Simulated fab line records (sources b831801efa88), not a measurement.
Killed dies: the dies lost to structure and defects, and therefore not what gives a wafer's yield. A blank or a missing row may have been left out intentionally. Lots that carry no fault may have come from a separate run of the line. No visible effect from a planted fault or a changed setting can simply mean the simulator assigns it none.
Split-lot study -- flow sfq_line -- 23 wafers read from 5 lots, route of 325 steps

ABOUT THE SPLIT
At SFQ_TRILAYER_I4_VIA_LITHO_COAT_103 (resist thk 650 nm), the setting resist_thk_nm was moved away from the recipe's 650 nm on 11 of the 23 wafers read, by -4.5% to +2.8%. This setting was run at the recipe's value on the other wafers.

FROM THE SPLIT TO THE READING: what the file shows between them, 1 step
- SFQ_TRILAYER_I4_VIA_BARC_OPEN_VIA_ETCH_146: etches BARC in O2, target depth 125 nm, time 41.7 s (also split here: time_s)

THE READING
KrF_of_TRILAYER_I4_VIA_LITHO_COAT_103.thk_nm (the simulator's own value, which no gauge read), in nm, at SFQ_TRILAYER_I4_VIA_ETCH_VIA_ETCH_106 (etches SiO2 in CHF3, stops on Nb, target depth 260 nm). The file does not state a usual value for it. Across the 12 wafers here that went through the recipe, the average is 528.1 nm and the standard deviation 2.6 nm.

wafer,"tool, chamber at the split","resist_thk_nm as run, nm",against the recipe,"KrF_of_TRILAYER_I4_VIA_LITHO_COAT_103.thk_nm, nm",against lot-mates on the recipe
L078.1,"litho_track-01, 0",620.6,-4.5%,498.3,-27.7
L078.3,"litho_track-01, 0",650,recipe,524.4,-
L078.4,"litho_track-01, 0",620.6,-4.5%,503.6,-22.4
L078.5,"litho_track-01, 0",650,recipe,528.2,-
L078.6,"litho_track-01, 0",650,recipe,525.5,-
L079.3,"litho_track-03, 0",650,recipe,525.9,-
L079.4,"litho_track-03, 0",650,recipe,530.8,-
L079.5,"litho_track-03, 0",650,recipe,528.3,-
L081.1,"litho_track-01, 0",650,recipe,526.1,-
L081.3,"litho_track-01, 0",622.8,-4.2%,496.6,-28.7
L081.4,"litho_track-01, 0",622.8,-4.2%,498,-27.3
L081.5,"litho_track-01, 0",622.8,-4.2%,497.7,-27.6
L081.6,"litho_track-01, 0",650,recipe,524.5,-
L083.1,"litho_track-03, 0",650,recipe,530.4,-
L083.2,"litho_track-03, 0",650,recipe,530.6,-
L083.3,"litho_track-03, 0",667.9,+2.8%,548.5,+18.0
L083.5,"litho_track-03, 0",667.9,+2.8%,544.8,+14.3
L083.6,"litho_track-03, 0",667.9,+2.8%,546.6,+16.1
L085.1,"litho_track-03, 0",650,recipe,531.4,-
L085.3,"litho_track-03, 0",624.9,-3.9%,512.1,-19.2
L085.4,"litho_track-03, 0",624.9,-3.9%,512,-19.3
L085.5,"litho_track-03, 0",650,recipe,531.3,-
L085.6,"litho_track-03, 0",624.9,-3.9%,504.2,-27.1

FIT RESULTS
A straight line over all 23 wafers: KrF_of_TRILAYER_I4_VIA_LITHO_COAT_103.thk_nm changes by +6.28 nm for each +1% of resist_thk_nm; r = +0.97; the points scatter about the line by 3.8 nm.
The same after taking each lot's own level away (the mean of its wafers on the recipe; 23 wafers): +5.97 nm for each +1%; r = +0.99; scatter 2.4 nm.
On that fit, the largest move of resist_thk_nm shifts the reading by 27 nm.
Measured against the standard deviation above, the lots' own levels, which go from 525.30 to 531.35 nm, span 2.3 times it.
So the lot-to-lot level changes the slope little: the two slopes agree.
Check: -27 nm against its lot-mates is what the line predicts for one of the wafers moved furthest among these (-4.5%) when that wafer is left out of the fit. It came out at -27.7 nm against them.

OTHER SPLITS ON THESE WAFERS
These wafers also went through other splits before the reading. Each is held against what the fit with the lots' levels taken away leaves over:
other split on the same wafers,wafers away from the commonest value,r with KrF_of_TRILAYER_I4_VIA_LITHO_COAT_103.thk_nm (lot level and that fit taken away)
SFQ_TRILAYER_I1_VIA_LITHO_EXPOSE_050 dose_mj,8,-0.18
SFQ_TRILAYER_I1_VIA_BARC_OPEN_VIA_ETCH_071 bias_w,7,+0.12
SFQ_TRILAYER_M2_LITHO_COAT_062 spin_rpm,5,-0.23
SFQ_TRILAYER_M2_LITHO_COAT_057 spin_rpm,12,-0.23
SFQ_TRILAYER_M3_LITHO_COAT_075 resist_thk_nm,7,-0.22
SFQ_TRILAYER_I3_VIA_LITHO_COAT_090 spin_rpm,8,-0.06
SFQ_TRILAYER_M4_LITHO_COAT_098 spin_rpm,6,-0.29
SFQ_TRILAYER_M4_LITHO_COAT_093 resist_thk_nm,5,+0.02
SFQ_TRILAYER_M4_BARC_OPEN_METAL_ETCH_123 pressure_mtorr,18,+0.09
SFQ_TRILAYER_I4_VIA_BARC_OPEN_VIA_ETCH_146 time_s,9,-0.46

THE WHOLE CHAIN: every reading that the file lists as answering this split, in the file's order
step,what it does,reading,change (the file's fit),r (the file's)
SFQ_TRILAYER_I4_VIA_LITHO_COAT_103,resist thk 650 nm,"KrF_of_TRILAYER_I4_VIA_LITHO_COAT_103.thk_nm (the simulator's own value, which no gauge read)",+6.25 nm for each +1% of the setting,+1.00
SFQ_TRILAYER_I4_VIA_BARC_OPEN_VIA_ETCH_146,"etches BARC in O2, target depth 125 nm, time 41.7 s","KrF_of_TRILAYER_I4_VIA_LITHO_COAT_103.thk_nm (the simulator's own value, which no gauge read)",+6.01 nm for each +1% of the setting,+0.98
SFQ_TRILAYER_I4_VIA_ETCH_VIA_ETCH_106,"etches SiO2 in CHF3, stops on Nb, target depth 260 nm","KrF_of_TRILAYER_I4_VIA_LITHO_COAT_103.thk_nm (the simulator's own value, which no gauge read)",+5.94 nm for each +1% of the setting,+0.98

FILE'S OWN FIT
KrF_of_TRILAYER_I4_VIA_LITHO_COAT_103.thk_nm changes by +5.94 nm for each +1% of resist_thk_nm, r = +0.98.
